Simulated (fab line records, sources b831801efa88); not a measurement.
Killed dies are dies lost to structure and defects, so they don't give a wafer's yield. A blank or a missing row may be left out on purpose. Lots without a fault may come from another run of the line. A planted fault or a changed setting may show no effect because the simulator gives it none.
A struck lot beside a sound one | flow sky130 | 15 steps out of a route of 708
Sound: wafers L631.1, L631.2, L631.4. Struck: wafers L626.1, L626.2, L626.3. The cause comes at the end.
At each step with rows: each side's tool, then ch and its chambers, then its first start. Under that, the readings that differ: sound wafers | struck wafers | difference of the means | sigmas: that difference in standard deviations of wafers without a fault.
alike: readings whose means differ by less than 2 such deviations, and words and numbers that are the same on both sides. not compared: withheld readings, readings that some wafer has no value for, bounds like >300 that may hide the same value, and numbers for which the record gives no deviation and whose values overlap.
The two part at a step that has a row with sigmas, a row that says differs or no value, or rows on one side only. Numbers that don't overlap but have no deviation are shown without sigmas and don't part them. A reading that every wafer of one side lacks parts them only if that side has two wafers or more.

SKY_VIA4_OVL_MEAS_11:
  sound on overlay-01, day 47 03:11; struck on overlay-01, day 46 06:34
  alike: VIA4_OVL
SKY_VIA4_ETCH_12: etches SiO2 in C4F8/O2/Ar, stops on TiN, target depth 580 nm.
  sound on rie_diel-01 ch 2,3, day 47 03:13; struck on rie_diel-04 ch 0,1,3, day 46 06:36
  alike: oes_product_au
SKY_VIA4_STRIP_13: strips in O2/N2.
  sound on plasma_asher-01 ch 0,1, day 47 03:17; struck on plasma_asher-04 ch 0,1, day 46 06:40
  alike: drypump_motor_current_A, oes_product_au, strip_time_to_endpoint_s
  not compared: rf_hours_counter_h
then, 5 steps without rows for these wafers: SKY_VIA4_STRIP_14 (strips in post etch residue remover, time 1200 s); SKY_VIA4_CLEAN_15 (cleans in IPA, time 180 s); SKY_VIA4_CLEAN_16 (cleans in O3/DIW); SKY_VIA4_SPUTTER_17 (material TiN, target thk 20 nm, time 80 s); SKY_VIA4_CVD_18 (deposits W, target thk 505 nm, time 152.14 s).
SKY_VIA4_RS_MEAS_19: measures by four-point-probe.
  sound on film_metro-03, day 47 04:08; struck on film_metro-01, day 46 07:28
  alike: VIA4_W_RS
SKY_VIA4_THK_MEAS_20: measures by xrf.
  sound on film_metro-03, day 47 04:15; struck on film_metro-01, day 46 07:35
  alike: VIA4_W_THK
SKY_VIA4_CMP_21: polishes, stops on SiO2, t overpolish 25 s, target thk 0 nm.
  sound on cmp-02 ch 0,1,3, day 47 04:22; struck on cmp-01 ch 0,2,3, day 46 08:00
  alike: edge_zone_pressure_frac, motor_current_A, overpolish_run_s, time_to_endpoint_s
SKY_METAL5_SPUTTER_00: material Ti, target thk 15 nm, time 10 s.
  sound on pvd_sputter-04, day 47 04:37; struck on pvd_sputter-03, day 46 08:18
  alike: cathode_dc_power_W, chamber_pressure_pa, throttle_valve_pct
SKY_METAL5_SPUTTER_01: material TiN, target thk 20 nm, time 16.7 s.
  sound on pvd_sputter-04, day 47 04:38; struck on pvd_sputter-03, day 46 08:19
  no value came back on the struck wafers for cathode_dc_power_W (W), chamber_pressure_pa (Pa), throttle_valve_pct (%); on the sound wafers cathode_dc_power_W (W) reads 6501.2 6500.4 6498.8
SKY_METAL5_SPUTTER_02: material AlCu, target thk 1150 nm, time 61.2 s.
  sound on pvd_sputter-04, day 47 04:40; struck on pvd_sputter-03, day 46 08:21
  alike: cathode_dc_power_W, chamber_pressure_pa, throttle_valve_pct
-- the record jumps here: 3 days lie between the struck wafers' starts before and after (it left off in module METAL5 and takes up again in module PAD_OPEN, whose first step shown is number 708 of the route) --
SKY_PAD_OPEN_PROBE_99:
  sound on prober-02, day 49 14:24; struck on prober-01, day 48 22:22
  alike: defect_limited_yield, killed_at_M0_to_M3, killed_at_M4_up, killed_at_contacts, killed_at_front_end, killed_at_other, killed_dies, killed_on_rim, killed_open, killed_short, sort_bin_3_pad_short, sort_bin_5_function, sort_bin_6_memory, sort_n_pass, sort_yield_pct
  not compared: model.etest.via4_chain.rc_ohm, model.etest.met5.rs_ohm_sq, model.etest.met5.line_ohm_um

WHERE THEY PART
Only at SKY_METAL5_SPUTTER_01, within this record. Later steps at which nothing parts them and some readings are alike: SKY_METAL5_SPUTTER_02, SKY_PAD_OPEN_PROBE_99.

WHY: what the simulator had put in
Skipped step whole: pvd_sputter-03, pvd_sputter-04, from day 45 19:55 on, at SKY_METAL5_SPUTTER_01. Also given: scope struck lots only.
